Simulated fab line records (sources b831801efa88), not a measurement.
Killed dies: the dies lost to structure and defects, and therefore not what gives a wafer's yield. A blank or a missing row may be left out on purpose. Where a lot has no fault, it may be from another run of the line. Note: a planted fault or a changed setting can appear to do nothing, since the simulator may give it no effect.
Comparing a struck lot with a sound one | flow gf180mcu | 14 steps out of a route of 602
Sound: these wafers, L606.1, L606.2, L606.4. Wafers struck: L615.1, L615.2, L615.3. Last of all comes the cause.
Per side, at each step with rows, come the tool, then ch with its chambers, and then its first start. Under that, the readings that differ: sound wafers | struck wafers | difference of the means | sigmas: that difference in standard deviations of wafers without a fault.
alike: same words and numbers on both sides, and readings whose means sit less than 2 such deviations apart. not compared: any withheld reading, any reading some wafer has no value for, any bound like >300 that may hide the same value, and any number with overlapping values for which the record gives no deviation.
A row with sigmas, a row that says differs or no value, or rows on one side alone: a step with any of these is where the two part. Numbers that don't overlap but have no deviation are shown without sigmas and don't part them. Lack of a reading on every wafer of one side parts them only where that side has two or more wafers.

GF_V2_STRIP_18: strips in O2/N2.
  sound on plasma-asher-04 ch 0,1, day 21 16:27; struck on plasma-asher-02 ch 0,1, day 24 21:45
  alike: chamber-pressure-mTorr, drypump-motor-current-A, heater-power-w, oes-product-au
  not compared: rf-hours-counter-h
then, 3 steps without rows for these wafers: GF_V2_STRIP_19 (strips in post etch residue remover, time 1200 s); GF_V2_CLEAN_20 (cleans in DIW); GF_V2_SPUTTER_21 (material Ti, target thk 15 nm, time 80.02 s).
GF_V2_SPUTTER_22: material TiN, target thk 10 nm, time 40 s.
  struck on pvd-sputter-02, day 24 22:22; sound on pvd-sputter-01, day 21 17:23
  alike: cathode-dc-power-W, chamber-pressure-pa, throttle-valve-pct
then, 1 step without rows for these wafers: GF_V2_CVD_23 (deposits W, target thk 350 nm, time 104.94 s).
GF_V2_RS_MEAS_24: measurement is done with a four-point probe.
  struck on film-metro-03, day 24 22:31; sound on film-metro-03, day 21 17:32
  alike: V2_W_RS
GF_V2_THK_MEAS_25: measures by xrf.
  struck on film-metro-03, day 24 22:38; sound on film-metro-03, day 21 17:40
  alike: V2_W_THK
then, 1 step without rows for these wafers: GF_V2_CMP_26 (polishes, stops on SiO2, t overpolish 15 s, target thk 0 nm).
GF_M3_SPUTTER_00: material Ti, target thk 37.5 nm, time 150 s.
  struck on pvd-sputter-01, day 24 23:00; sound on pvd-sputter-03, day 21 18:11
  alike: cathode-dc-power-W, chamber-pressure-pa, throttle-valve-pct
GF_M3_SPUTTER_01: material TiN, target thk 30 nm, time 25 s.
  struck on pvd-sputter-01, day 24 23:06; sound on pvd-sputter-03, day 21 18:17
  alike: cathode-dc-power-W, chamber-pressure-pa, throttle-valve-pct
then, 1 step without rows for these wafers: GF_M3_SPUTTER_02 (material AlCu, target thk 450 nm, time 23.9 s).
GF_M3_SPUTTER_03: material Ti, target thk 10 nm, time 6.7 s.
  struck on pvd-sputter-01, day 24 23:10; sound on pvd-sputter-03, day 21 18:20
  no value came back on the struck wafers for cathode-dc-power-W (W), chamber-pressure-pa (Pa), throttle-valve-pct (%); on the sound wafers cathode-dc-power-W (W) reads 2999.9 2999.6 3000.1
GF_M3_SPUTTER_04: material TiN, target thk 50 nm, time 41.7 s.
  struck on pvd-sputter-01, day 24 23:11; sound on pvd-sputter-03, day 21 18:22
  alike: cathode-dc-power-W, chamber-pressure-pa, throttle-valve-pct

## WHERE THEY PART
GF_M3_SPUTTER_03 only, going by this record. Later steps at which nothing parts them and some readings are alike: GF_M3_SPUTTER_04.

WHY: whatever the simulator had introduced
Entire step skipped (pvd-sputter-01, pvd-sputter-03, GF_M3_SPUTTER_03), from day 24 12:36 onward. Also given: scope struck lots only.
